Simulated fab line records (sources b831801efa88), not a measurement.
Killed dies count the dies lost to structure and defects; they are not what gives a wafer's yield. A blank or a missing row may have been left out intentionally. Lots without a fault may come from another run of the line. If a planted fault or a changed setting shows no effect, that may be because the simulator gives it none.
2 desks, one fault	flow sky130	each desk holds nothing but its own numbers, with what lay behind them at the end

METROLOGY DESK
What the gauges read, lot by lot, whatever tool the lot ran on: means of the sampled wafers that have a number. Marked OUT: a lot whose mean sits more than 4 standard deviations from the usual mean, which makes it out of limits; the brackets give that distance.
Columns: A = FIELD_ISO_OXIDATION_00_THK at SKY_FIELD_ISO_THK_MEAS_02, usual 12.02 nm; B = NWELL_01_OVL at SKY_NWELL_OVL_MEAS_23, usual -1.4 nm
lot	first seen here	A	B
L717	day 1 19:34	12.29	-1.3
L718	day 1 22:29	11.96	-1.4
L719	day 2 04:25	12.21	-3.1
L720	day 2 09:11	12.15	-1.3
L721	day 2 13:35	12.05	-1.6
L722	day 2 20:32	12.17	-1.4
L723	day 3 00:58	11.75	-1.5
L733	day 5 00:38	12.02	-1.5
L734	day 5 06:11	12.04	-1.1
L735	day 5 13:01	12.04	-1.6
L737	day 5 22:34	12.17	-2.2
L738	day 6 02:37	11.73	-0.7
L739	day 6 06:39	12.09	-1.9
Finding of this desk: none of the 13 lots has anything out of limits.

THE TOOL OWNER'S DESK: plasma asher-02
The tool's own readings at SKY_PWDE_STRIP_09 (strips in O2/N2): means of the sampled wafers that have a number, for each lot that ran on this tool. Marked OUT: a lot whose mean sits more than 4 standard deviations from the usual mean, which makes it out of limits; the brackets give that distance.
Columns: A = drypump motor current A at SKY_PWDE_STRIP_09, usual 5.8 A; B = oes product au at SKY_PWDE_STRIP_09, usual 0.723 a.u.; C = strip time to endpoint s at SKY_PWDE_STRIP_09, usual 36.89 s
lot	first seen here	A	B	C
L717	day 4 10:08	5.4	0.719	37.06
L718	day 4 11:13	6.0	0.722	36.89
L720	day 4 20:25	6.0	0.723	36.88
L721	day 5 00:58	6.6	0.724	36.88
L722	day 5 05:54	6.0	0.969 (+56) OUT	-
L733	day 7 18:57	5.5	0.727	36.85
L737	day 8 20:04	5.4	0.720	36.77
L738	day 8 23:48	5.4	0.722	36.85
This desk's finding: out of limits on L722; first on L722, day 5 05:54 (oes product au at SKY_PWDE_STRIP_09). L717, L718, L720, L721, L733, L737, L738 stayed within limits.

ALL TOGETHER
The tool owner's desk could have raised an alarm at day 5 05:54, on L722.
The metrology desk saw nothing out of limits.
The metrology desk holds a record of L722, inside its limits.
All the named lots went through SKY_PWDE_STRIP_09 on plasma asher-02.

WHAT THE SIMULATOR HAD PUT IN
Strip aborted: plasma asher-02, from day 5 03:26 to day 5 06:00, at SKY_PWDE_STRIP_09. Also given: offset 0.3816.
Lots struck among those shown: L722.
How many hours passed from the start of the fault until each desk's first out-of-limits reading: the tool owner's desk, 2.
